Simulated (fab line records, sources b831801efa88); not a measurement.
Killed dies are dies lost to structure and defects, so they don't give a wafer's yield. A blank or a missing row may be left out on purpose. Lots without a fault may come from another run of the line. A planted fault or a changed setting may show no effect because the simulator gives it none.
Chamber matching | flow gf180mcu | GF_V5_CMP_04 on cmp-02: 4 sister chambers
The step polishes SiO2. 24 wafers are shown with their chamber, then 12 later ones without.

WAFERS WITH THEIR CHAMBER
wafer  | chamber | motor_current_A (A)
L074.1 | 0       | 14.0
L074.3 | 3       | 12.4
L074.4 | 2       | 11.6
L076.1 | 3       | 13.5
L076.3 | 1       | 11.7
L076.6 | 0       | 14.0
L079.2 | 3       | 13.1
L079.5 | 1       | 11.4
L079.6 | 2       | 11.2
L080.3 | 3       | 13.6
L080.5 | 0       | 12.9
L080.6 | 1       | 11.7
L084.1 | 2       | 11.7
L084.5 | 1       | 11.0
L084.6 | 2       | 10.6
L085.3 | 3       | 13.2
L085.5 | 2       | 11.0
L085.6 | 3       | 13.3
L086.1 | 1       | 11.5
L086.2 | 3       | 13.0
L086.6 | 0       | 14.2
L087.3 | 3       | 12.7
L087.4 | 2       | 11.8
L087.5 | 2       | 11.2

SIGNATURES (means of the wafers above)
reading         | chamber 0 | chamber 1 | chamber 2 | chamber 3 | scatter within a chamber
motor_current_A | 13.775    | 11.460    | 11.300    | 13.100    | 0.424
Rule: a wafer's distance from a chamber is the root of the sum, over the readings, of the square of ((its reading less the chamber's mean) divided by the reading's scatter). The wafer belongs to the nearest chamber; if the next one is less than 2 further off, it can't be placed. The scatter: the root of (the sum of the squares of (reading less its chamber's mean) over the shown wafers, divided by (wafers less chambers)).

WAFERS WITHOUT THEIR CHAMBER
wafer  | motor_current_A (A)
L090.1 | 10.8
L090.2 | 12.8
L090.3 | 11.7
L092.1 | 14.3
L092.2 | 11.6
L092.5 | 11.4
L093.4 | 11.6
L093.5 | 13.8
L093.6 | 11.7
L097.1 | 14.0
L097.3 | 13.3
L097.5 | 13.7

WHICH CHAMBER EACH WENT THROUGH
wafer  | from the rows above     | in truth
L090.1 | can't be placed: 2 or 1 | 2
L090.2 | can't be placed: 3 or 0 | 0
L090.3 | can't be placed: 1 or 2 | 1
L092.1 | can't be placed: 0 or 3 | 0
L092.2 | can't be placed: 1 or 2 | 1
L092.5 | can't be placed: 1 or 2 | 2
L093.4 | can't be placed: 1 or 2 | 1
L093.5 | can't be placed: 0 or 3 | 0
L093.6 | can't be placed: 1 or 2 | 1
L097.1 | can't be placed: 0 or 3 | 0
L097.3 | can't be placed: 3 or 0 | 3
L097.5 | can't be placed: 0 or 3 | 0
Placed correctly: 0 of 12. Can't be placed from these rows: 12 (the true chamber is among the candidates in 12). Placed wrongly: 0.
